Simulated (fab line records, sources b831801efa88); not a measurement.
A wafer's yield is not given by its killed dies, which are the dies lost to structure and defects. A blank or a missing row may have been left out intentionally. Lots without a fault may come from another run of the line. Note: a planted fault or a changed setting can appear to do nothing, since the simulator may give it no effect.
Comparing a struck lot with a sound one ; flow sky130 ; 27 out of 708 route steps
Sound: wafers L734.1, L734.2, L734.3. Wafers L723.2, L723.3, L723.4 were the ones struck. At the end, the cause is stated.
For every step that has rows: the tool of each side, followed by ch and its chambers, followed by its first start. Under that, the readings that differ: sound wafers ; struck wafers ; difference of the means ; sigmas: that difference in standard deviations of wafers without a fault.
alike: words and numbers the same on both sides, and readings whose means are apart by under 2 such deviations; not compared: readings that were withheld, readings missing a value for some wafer, numbers with overlapping values and no deviation given by the record, and bounds like >300 which may hide the same value.
A row with sigmas, a row that says differs or no value, or rows on one side alone: a step with any of these is where the two part. Numbers that don't overlap but have no deviation are shown without sigmas and don't part them. A reading that every wafer of one side lacks parts them only if that side has two wafers or more.

SKY_SD_N_OVL_MEAS_08:
  sound on overlay-02, day 33 03:05; struck on overlay-02, day 29 07:44
  alike: SD_N_OVL
then, 2 steps without rows for these wafers: SKY_SD_N_IMPLANT_09; SKY_SD_N_IMPLANT_10.
SKY_SD_N_STRIP_11: strips in O2/N2.
  sound on plasma_asher-03 ch 0,1, day 33 03:25; struck on plasma_asher-01 ch 0,1, day 29 08:04
  alike: drypump_motor_current_A, oes_product_au, strip_time_to_endpoint_s
  not compared: rf_hours_counter_h
SKY_SD_N_TW_MEAS_12:
  sound on film_metro-02, day 33 03:31; struck on film_metro-01, day 29 08:10
  alike: SD_N_TW
then, 1 step without rows for these wafers: SKY_SD_N_CLEAN_13 (cleans in SC1/SC2, time 150 s).
SKY_SD_N_RTA_14: time 2 s.
  sound on rtp_anneal-01 ch 0, day 33 03:38; struck on rtp_anneal-01 ch 0, day 29 08:17
  alike: chamber_o2_ppm, lamp_power_pct, wafer_temp_C_max
SKY_SD_N_RS_MEAS_16: a four-point-probe measurement.
  sound on film_metro-01, day 33 03:49; struck on film_metro-02, day 29 08:28
  alike: SD_N_RS
SKY_SD_N_RS_MEAS_17: a four-point-probe measurement.
  sound on film_metro-01, day 33 03:56; struck on film_metro-02, day 29 08:35
  alike: SD_P_RS
SKY_SD_N_RS_MEAS_18: a four-point-probe measurement.
  sound on film_metro-01, day 33 04:03; struck on film_metro-02, day 29 08:42
  alike: RES_XHIGH_RS
then, 1 step without rows for these wafers: SKY_SALICIDE_CLEAN_00 (cleans in HF-last, time 30 s).
SKY_LI_CONTACT_HDPCVD_00: deposits PSG, target thk 930 nm, time 155 s.
  sound on hdpcvd-02 ch 0,1,2, day 33 04:11; struck on hdpcvd-02 ch 0,1,2, day 29 08:49
  no value came back on the struck wafers for pressure_mtorr (mTorr), run_length_s (s); on the sound wafers pressure_mtorr (mTorr) reads 5.989 6.014 5.994
SKY_LI_CONTACT_CMP_02: polishes PSG.
  sound on cmp-01 ch 0,1,2, day 33 04:24; struck on cmp-01 ch 0,1,3, day 29 09:02
reading;sound;struck;difference;sigmas
time_to_endpoint_s (s);34.8 33.9 32.8;- - -;no value on the struck wafers;
  alike: motor_current_A
SKY_LI_CONTACT_BOW_MEAS_03:
  sound on film_metro-01, day 33 04:39; struck on film_metro-04, day 29 09:19
reading;sound;struck;difference;sigmas
LI_CONTACT_BOW (um);58 54 54;21 13 31;-34;-5
then, 8 steps without rows for these wafers: SKY_LI_CONTACT_DEHYDRATE_04 (time 60 s); SKY_LI_CONTACT_HMDS_05 (prime time 60 s); SKY_LI_CONTACT_COAT_06 (resist thk 60 nm); SKY_LI_CONTACT_COAT_07 (resist thk 450 nm); SKY_LI_CONTACT_SOFTBAKE_08 (time 90 s); SKY_LI_CONTACT_EXPOSE_09 (exposes mask LICM1, target cd 170 nm); SKY_LI_CONTACT_PEB_10; SKY_LI_CONTACT_DEVELOP_11 (develop time 60 s).
SKY_LI_CONTACT_CD_MEAS_12 targets a cd of 170 nm.
  sound on cd_sem-02, day 34 07:43; struck on cd_sem-01, day 30 13:38
reading;sound;struck;difference;sigmas
cd_nm (nm);171.1 173.1 172.3;167.8 168.6 168.5;-3.9;-2
SKY_LI_CONTACT_OVL_MEAS_13:
  sound on overlay-01, day 34 07:50; struck on overlay-02, day 30 13:44
  alike: LI_CONTACT_OVL
SKY_LI_CONTACT_ETCH_14: etches BARC in N2/H2, stops on SiO2, time 45.9 s, target depth 60 nm.
  sound on rie_diel-04 ch 1,2,3, day 34 07:52; struck on rie_diel-04 ch 1,2,3, day 30 13:46
  alike: drypump_motor_current_A, oes_product_au, throttle_valve_pct
  not compared: rf_hours_counter_h
SKY_LI_CONTACT_ETCH_15: etches PSG in C4F8/O2/Ar, stops on Si, target depth 600 nm.
  sound on rie_diel-04 ch 1,2,3, day 34 07:55; struck on rie_diel-04 ch 1,2,3, day 30 13:49
reading;sound;struck;difference;sigmas
oes_product_au (a.u.);0.843 0.846 0.830;0.366 0.374 0.379;-0.467;-99 or more
model.etch.depth_nm (nm);597.8 595.6 596.6;0 0 0;-597;
model.LI_CONTACT.feature_depth_nm (nm);597.8 595.6 596.6;1e-09 1e-09 1e-09;-6e+02;
SKY_LI_CONTACT_STRIP_16: strips in O2/N2.
  sound on plasma_asher-01 ch 0,1, day 34 08:00; struck on plasma_asher-01 ch 0,1, day 30 13:54
  alike: drypump_motor_current_A, oes_product_au, strip_time_to_endpoint_s
  not compared: rf_hours_counter_h

## WHERE THEY PART
At SKY_LI_CONTACT_HDPCVD_00 first; at SKY_LI_CONTACT_ETCH_15 last (within this record only). Later steps at which nothing parts them and some readings are alike: SKY_LI_CONTACT_STRIP_16.

WHY: the cause the simulator had injected
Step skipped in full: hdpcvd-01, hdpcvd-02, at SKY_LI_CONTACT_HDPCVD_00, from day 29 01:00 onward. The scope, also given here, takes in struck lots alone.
